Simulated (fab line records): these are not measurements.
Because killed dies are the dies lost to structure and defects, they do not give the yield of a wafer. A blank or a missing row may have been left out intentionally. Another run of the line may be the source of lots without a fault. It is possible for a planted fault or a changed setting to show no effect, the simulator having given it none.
Which of the tools did it?    flow sky130    11 lots, 33 wafers sampled, at 5 steps of a route of 708

## WHAT THE GAUGES SHOWED, per wafer
SKY_CAP2M_OVL_MEAS_12.
lot   measured      on          CAP2M_OVL (nm)
L827  day 41 06:05  overlay-01  0.2 0.6 -0.5
L830  day 42 04:05  overlay-02  0.5 1.7 0.4
L831  day 42 08:22  overlay-01  0.6 0.8 0.0
L833  day 42 22:07  overlay-02  0.0 0.0 -3.0
L837  day 43 23:08  overlay-02  -0.1 -3.0 -1.2
L839  day 44 09:14  overlay-01  -1.0 -2.5 -1.9
L841  day 44 19:44  overlay-01  -1.5 -0.8 -1.7
L842  day 45 01:10  overlay-01  -1.5 -1.6 -2.0
L845  day 45 17:40  overlay-02  -1.3 -1.6 -0.8
L848  day 46 13:01  overlay-01  -0.5 -1.2 0.7
L849  day 46 21:02  overlay-02  -0.6 -1.2 -0.1

SKY_METAL4_OVL_MEAS_14.
lot   measured      on          METAL4_OVL (nm)
L827  day 42 06:31  overlay-01  -2 -1 -1
L830  day 43 04:07  overlay-01  12 12 15
L831  day 43 08:01  overlay-02  17 7 8
L833  day 43 21:40  overlay-02  2 2 4
L837  day 44 22:16  overlay-02  6 11 11
L839  day 45 07:46  overlay-02  11 7 6
L841  day 45 17:16  overlay-01  14 13 2
L842  day 45 23:39  overlay-01  6 10 7
L845  day 46 15:42  overlay-02  6 5 -4
L848  day 47 10:13  overlay-01  -5 -3 3
L849  day 47 17:13  overlay-02  6 0 7

SKY_VIA4_BOW_MEAS_03.
lot   measured      on             VIA4_BOW (um)
L827  day 42 08:01  film_metro-02  84 69 87
L830  day 43 05:38  film_metro-01  86 87 84
L831  day 43 09:32  film_metro-02  88 78 81
L833  day 43 23:16  film_metro-04  89 87 78
L837  day 44 23:48  film_metro-04  72 66 70
L839  day 45 09:17  film_metro-02  123 131 134
L841  day 45 18:58  film_metro-04  121 126 126
L842  day 46 01:08  film_metro-01  74 80 86
L845  day 46 17:19  film_metro-02  57 67 60
L848  day 47 12:02  film_metro-02  81 80 87
L849  day 47 18:44  film_metro-02  73 84 85

## TOOL THAT RAN EACH LOT (tool first, then ch and the chambers of the sampled wafers, then the start)
lot   SKY_CAP2M_SPUTTER_02          SKY_VIA4_CMP_02
L827  pvd_sputter-02, day 40 06:20  cmp-01 ch 0,2,3, day 42 07:46
L830  pvd_sputter-03, day 41 04:47  cmp-02 ch 0,1, day 43 05:22
L831  pvd_sputter-03, day 41 09:31  cmp-01 ch 0,2,3, day 43 09:19
L833  pvd_sputter-02, day 41 23:07  cmp-01 ch 0,1,2, day 43 23:00
L837  pvd_sputter-01, day 43 00:17  cmp-01 ch 1,2,3, day 44 23:30
L839  pvd_sputter-03, day 43 10:57  cmp-01 ch 0,1, day 45 08:58
L841  pvd_sputter-01, day 43 22:10  cmp-01 ch 0,1,2, day 45 18:40
L842  pvd_sputter-03, day 44 03:11  cmp-01 ch 1,2,3, day 46 00:50
L845  pvd_sputter-03, day 44 20:49  cmp-02 ch 0,1,2, day 46 17:04
L848  pvd_sputter-02, day 45 16:13  cmp-02 ch 0,1,3, day 47 11:53
L849  pvd_sputter-01, day 46 00:05  cmp-02 ch 0,1, day 47 18:25
- SKY_CAP2M_SPUTTER_02: material TiN, target thk 200 nm, time 166.7 s.
- SKY_VIA4_CMP_02: polishes SiO2.

## AS READ BY THE TOOLS THEMSELVES (means over the sampled wafers that have a number; for cases with no such wafer, the mark the record gives instead)
SKY_CAP2M_SPUTTER_02.
lot   tool            chamber_pressure_pa (Pa)  throttle_valve_pct (%)
L827  pvd_sputter-02  0.3992                    30.6
L830  pvd_sputter-03  0.3999                    30.6
L831  pvd_sputter-03  0.4002                    30.3
L833  pvd_sputter-02  0.3990                    30.4
L837  pvd_sputter-01  0.3998                    29.4
L839  pvd_sputter-03  0.3995                    30.9
L841  pvd_sputter-01  0.4003                    29.4
L842  pvd_sputter-03  0.4004                    32.0
L845  pvd_sputter-03  0.4005                    30.6
L848  pvd_sputter-02  0.4008                    30.7
L849  pvd_sputter-01  0.4004                    29.9

SKY_VIA4_CMP_02.
lot   tool    edge_zone_pressure_frac  head_pressure_psi (psi)  motor_current_A (A)  retaining_ring_pressure_frac  slurry_filter_dp_kPa (kPa)
L827  cmp-01  1.000                    4.006                    11.5                 1.002                         13.49
L830  cmp-02  0.994                    3.997                    10.0                 0.998                         13.63
L831  cmp-01  1.001                    3.996                    11.4                 0.997                         13.45
L833  cmp-01  1.004                    3.995                    11.7                 1.001                         13.60
L837  cmp-01  1.002                    4.000                    12.7                 1.002                         13.49
L839  cmp-01  -                        -                        -                    -                             -
L841  cmp-01  -                        -                        -                    -                             -
L842  cmp-01  1.002                    3.999                    12.7                 1.000                         13.43
L845  cmp-02  1.002                    4.002                    11.3                 0.999                         13.49
L848  cmp-02  0.999                    4.002                    11.0                 0.996                         13.56
L849  cmp-02  0.997                    3.991                    10.8                 0.995                         13.44

## THE ANSWER, worked out from the rows above alone
Rule: what is usual is taken from the lots themselves. The widest of any qualifying gaps counts: lots, ordered by their means at a reading, are off when they make up no more than a third of the lots, leave a main group of 4 or more, and stand apart from it by 3 or more times the standard deviation of that group's means. Not used: any main group whose means are identical at the precision the tables above print for the reading. Also off: a lot with no number at a reading for which 4 or more lots have one. Any other lot the step has rows for is counted as sound. First the gauges in route order, then the tools' own readings, where a lot's mean is used as printed above. The first step at which some lot is off is used, and at that step the reading that is off furthest; a lot without a number counts as furthest.
Off: L839, L841, at SKY_VIA4_BOW_MEAS_03 (VIA4_BOW). The main group has a mean of 79 um with a standard deviation of 7.5.
If a tool, at a process step before that reading, ran all the lots that are off and no sound lot after the first of them, it fits. Not tried: the gauges at SKY_VIA4_BOW_MEAS_03; whatever is off there is also off at SKY_VIA4_CMP_02, on other tools, and gauge error can't account for it. Not one of the candidates tried fits.

## WHAT THE SIMULATOR HAD INSERTED
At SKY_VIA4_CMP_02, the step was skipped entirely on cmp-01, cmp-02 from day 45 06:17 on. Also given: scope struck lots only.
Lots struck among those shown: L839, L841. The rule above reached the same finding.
